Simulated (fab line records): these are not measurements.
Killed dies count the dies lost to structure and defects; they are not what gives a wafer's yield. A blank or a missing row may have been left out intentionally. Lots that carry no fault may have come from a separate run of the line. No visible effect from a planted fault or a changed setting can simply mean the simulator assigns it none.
Which of the tools did it? / flow sky130 / Sampling: 10 lots, 30 wafers, 3 of 708 route steps

== WHAT THE GAUGES SHOWED, per wafer ==
SKY_CONTACT_THK_MEAS_03.
lot=L471; measured=day 31 01:59; on=film-metro-03; CONTACT_HDPCVD_THK (nm)=570 574 572
lot=L472; measured=day 32 06:07; on=film-metro-02; CONTACT_HDPCVD_THK (nm)=560 567 565
lot=L475; measured=day 32 13:55; on=film-metro-03; CONTACT_HDPCVD_THK (nm)=573 567 565
lot=L476; measured=day 32 16:30; on=film-metro-03; CONTACT_HDPCVD_THK (nm)=569 569 560
lot=L477; measured=day 33 19:15; on=film-metro-01; CONTACT_HDPCVD_THK (nm)=576 569 568
lot=L478; measured=day 34 00:42; on=film-metro-01; CONTACT_HDPCVD_THK (nm)=575 568 572
lot=L485; measured=day 35 10:53; on=film-metro-03; CONTACT_HDPCVD_THK (nm)=450 567 570 449 566 570
lot=L486; measured=day 35 20:52; on=film-metro-03; CONTACT_HDPCVD_THK (nm)=562 568 560
lot=L487; measured=day 36 08:53; on=film-metro-01; CONTACT_HDPCVD_THK (nm)=566 568 563
lot=L488; measured=day 36 18:23; on=film-metro-03; CONTACT_HDPCVD_THK (nm)=441 564 446 442 564 447

== TOOL THAT RAN EACH LOT (tool first, then ch and the chambers of the sampled wafers, then the start) ==
lot=L471; SKY_LOCAL_INTERCONNECT_STRIP_15=plasma-asher-01 ch 0,1, day 31 01:14; SKY_CONTACT_HDPCVD_02=hdpcvd-01 ch 0,1,2, day 31 01:55
lot=L472; SKY_LOCAL_INTERCONNECT_STRIP_15=plasma-asher-01 ch 0,1, day 32 05:22; SKY_CONTACT_HDPCVD_02=hdpcvd-02 ch 0,1,2, day 32 06:04
lot=L475; SKY_LOCAL_INTERCONNECT_STRIP_15=plasma-asher-01 ch 0,1, day 32 13:08; SKY_CONTACT_HDPCVD_02=hdpcvd-01 ch 1,2, day 32 13:50
lot=L476; SKY_LOCAL_INTERCONNECT_STRIP_15=plasma-asher-03 ch 0,1, day 32 15:45; SKY_CONTACT_HDPCVD_02=hdpcvd-02 ch 0,1,2, day 32 16:26
lot=L477; SKY_LOCAL_INTERCONNECT_STRIP_15=plasma-asher-02 ch 0,1, day 33 18:29; SKY_CONTACT_HDPCVD_02=hdpcvd-02 ch 1,2, day 33 19:11
lot=L478; SKY_LOCAL_INTERCONNECT_STRIP_15=plasma-asher-02 ch 0,1, day 33 23:56; SKY_CONTACT_HDPCVD_02=hdpcvd-01 ch 0,1,2, day 34 00:38
lot=L485; SKY_LOCAL_INTERCONNECT_STRIP_15=plasma-asher-01 ch 0,1, day 35 10:06; SKY_CONTACT_HDPCVD_02=hdpcvd-02 ch 0,2, day 35 10:49
lot=L486; SKY_LOCAL_INTERCONNECT_STRIP_15=plasma-asher-01 ch 0,1, day 35 20:02; SKY_CONTACT_HDPCVD_02=hdpcvd-01 ch 0,1, day 35 20:47
lot=L487; SKY_LOCAL_INTERCONNECT_STRIP_15=plasma-asher-03 ch 0,1, day 36 08:02; SKY_CONTACT_HDPCVD_02=hdpcvd-01 ch 0,1, day 36 08:49
lot=L488; SKY_LOCAL_INTERCONNECT_STRIP_15=plasma-asher-02 ch 0,1, day 36 17:35; SKY_CONTACT_HDPCVD_02=hdpcvd-02 ch 0,1, day 36 18:19
- SKY_LOCAL_INTERCONNECT_STRIP_15: strips in O2/N2.
- SKY_CONTACT_HDPCVD_02: deposits SiO2, target thk 565 nm, time 94.2 s.

== WHAT THE TOOLS THEMSELVES READ (means of the sampled wafers that have a number; where no wafer has one, the mark that the record gives instead) ==
SKY_LOCAL_INTERCONNECT_STRIP_15.
lot=L471; tool=plasma-asher-01; drypump-motor-current-A (A)=5.5; o2-flow-sccm (sccm)=3007; oes-product-au (a.u.)=0.421; strip-time-to-endpoint-s (s)=4.718
lot=L472; tool=plasma-asher-01; drypump-motor-current-A (A)=5.5; o2-flow-sccm (sccm)=2997; oes-product-au (a.u.)=0.427; strip-time-to-endpoint-s (s)=4.728
lot=L475; tool=plasma-asher-01; drypump-motor-current-A (A)=5.5; o2-flow-sccm (sccm)=3002; oes-product-au (a.u.)=0.426; strip-time-to-endpoint-s (s)=4.736
lot=L476; tool=plasma-asher-03; drypump-motor-current-A (A)=6.0; o2-flow-sccm (sccm)=3014; oes-product-au (a.u.)=0.428; strip-time-to-endpoint-s (s)=4.736
lot=L477; tool=plasma-asher-02; drypump-motor-current-A (A)=5.6; o2-flow-sccm (sccm)=2998; oes-product-au (a.u.)=0.429; strip-time-to-endpoint-s (s)=4.738
lot=L478; tool=plasma-asher-02; drypump-motor-current-A (A)=5.7; o2-flow-sccm (sccm)=2992; oes-product-au (a.u.)=0.431; strip-time-to-endpoint-s (s)=4.734
lot=L485; tool=plasma-asher-01; drypump-motor-current-A (A)=5.5; o2-flow-sccm (sccm)=2991; oes-product-au (a.u.)=0.428; strip-time-to-endpoint-s (s)=4.739
lot=L486; tool=plasma-asher-01; drypump-motor-current-A (A)=5.5; o2-flow-sccm (sccm)=2994; oes-product-au (a.u.)=0.433; strip-time-to-endpoint-s (s)=4.752
lot=L487; tool=plasma-asher-03; drypump-motor-current-A (A)=5.9; o2-flow-sccm (sccm)=3008; oes-product-au (a.u.)=0.429; strip-time-to-endpoint-s (s)=4.740
lot=L488; tool=plasma-asher-02; drypump-motor-current-A (A)=6.1; o2-flow-sccm (sccm)=3006; oes-product-au (a.u.)=0.425; strip-time-to-endpoint-s (s)=4.751

== THE ANSWER, worked out from the rows above alone ==
Rule: the lots themselves supply what counts as usual. Put in order of their means at a reading, lots are off if they are a third of the lots or fewer, leave a main group of 4 or more, and stand apart from it by a gap of 3 or more times the standard deviation of the main group's means; of several such gaps the widest counts. A main group is skipped when, at the precision printed for the reading in the tables above, its means are all equal. Also off: a lot with no number at a reading for which 4 or more lots have one. Any other lot the step has rows for is counted as sound. After the gauges, taken in route order, come the tools' own readings; for these a lot's mean is taken, as printed above. At the first step where some lot is off, the reading lying furthest off is the one used; lots without a number count as furthest.
Off: L485, L488, at SKY_CONTACT_THK_MEAS_03 (CONTACT_HDPCVD_THK). The main group has a mean of 568 nm with a standard deviation of 3.3.
A tool fits if, at a process step before that reading, it ran every lot that is off, and no sound lot after the first of them. Gauges at SKY_CONTACT_THK_MEAS_03: tried the same way as those tools. One fits: hdpcvd-02 at SKY_CONTACT_HDPCVD_02. Its last sound lot is L477 (day 33 19:11), its first lot that is off L485 (day 35 10:49): a fault that began between those two fits.

== WHAT HAD BEEN PUT IN BY THE SIMULATOR ==
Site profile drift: hdpcvd-02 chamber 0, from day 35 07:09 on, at SKY_CONTACT_HDPCVD_02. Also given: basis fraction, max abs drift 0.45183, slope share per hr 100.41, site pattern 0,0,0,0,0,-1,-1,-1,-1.
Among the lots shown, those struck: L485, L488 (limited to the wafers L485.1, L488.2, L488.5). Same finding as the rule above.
